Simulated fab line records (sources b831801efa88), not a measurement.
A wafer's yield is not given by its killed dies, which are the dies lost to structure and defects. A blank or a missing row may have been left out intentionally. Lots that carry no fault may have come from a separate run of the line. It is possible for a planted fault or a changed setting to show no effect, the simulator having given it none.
Matching of chambers / flow sky130 / SKY_VIA1_ETCH_15 on rieDiel-02 has 4 sister chambers
The step etches SiO2 in C4F8/O2/Ar, stops on TiN, target depth 351 nm, time 54 s. 8 wafers are shown with their chamber, then 8 later ones without.

== WAFERS WITH THEIR CHAMBER ==
wafer=L081.6; chamber=0; oesProductAu (a.u.)=0.988
wafer=L086.1; chamber=3; oesProductAu (a.u.)=0.979
wafer=L086.2; chamber=2; oesProductAu (a.u.)=0.979
wafer=L086.6; chamber=1; oesProductAu (a.u.)=0.986
wafer=L085.1; chamber=0; oesProductAu (a.u.)=0.987
wafer=L085.2; chamber=1; oesProductAu (a.u.)=0.979
wafer=L085.3; chamber=3; oesProductAu (a.u.)=0.975
wafer=L085.4; chamber=2; oesProductAu (a.u.)=0.987

== WAFERS WHOSE CHAMBER IS MISSING ==
wafer=L085.5; oesProductAu (a.u.)=0.979
wafer=L085.6; oesProductAu (a.u.)=0.990
wafer=L088.1; oesProductAu (a.u.)=0.985
wafer=L088.3; oesProductAu (a.u.)=0.985
wafer=L088.4; oesProductAu (a.u.)=0.987
wafer=L096.1; oesProductAu (a.u.)=0.992
wafer=L096.4; oesProductAu (a.u.)=0.986
wafer=L096.6; oesProductAu (a.u.)=0.988

== WHICH CHAMBER EACH ONE RAN IN ==
wafer=L085.5; from the rows above=can't be placed: 3 or 1 or 2 or 0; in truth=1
wafer=L085.6; from the rows above=can't be placed: 0 or 2 or 1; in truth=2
wafer=L088.1; from the rows above=can't be placed: 2 or 0 or 1 or 3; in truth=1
wafer=L088.3; from the rows above=can't be placed: 2 or 0 or 1 or 3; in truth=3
wafer=L088.4; from the rows above=can't be placed: 0 or 2 or 1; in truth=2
wafer=L096.1; from the rows above=can't be placed: 0 or 2 or 1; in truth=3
wafer=L096.4; from the rows above=can't be placed: 0 or 2 or 1 or 3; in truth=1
wafer=L096.6; from the rows above=can't be placed: 0 or 2 or 1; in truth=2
Placed correctly: 0 of 8. Cannot be placed on the basis of these rows: 8; the candidates contain the true chamber in 7. Placed wrongly: 0.
How it was worked out, from the rows above alone: a wafer's distance from a chamber is the root of the sum, over the readings, of the square of ((its reading less the chamber's mean) divided by the reading's scatter). If the next closest chamber is less than 2 further off than the closest, the wafer can't be placed; otherwise it belongs to the closest. For every chamber, the mean is computed from those of its wafers that are shown. The scatter is the square root of a quotient: the sum, over the shown wafers, of each reading's squared deviation from its chamber's mean, divided by wafers minus chambers.
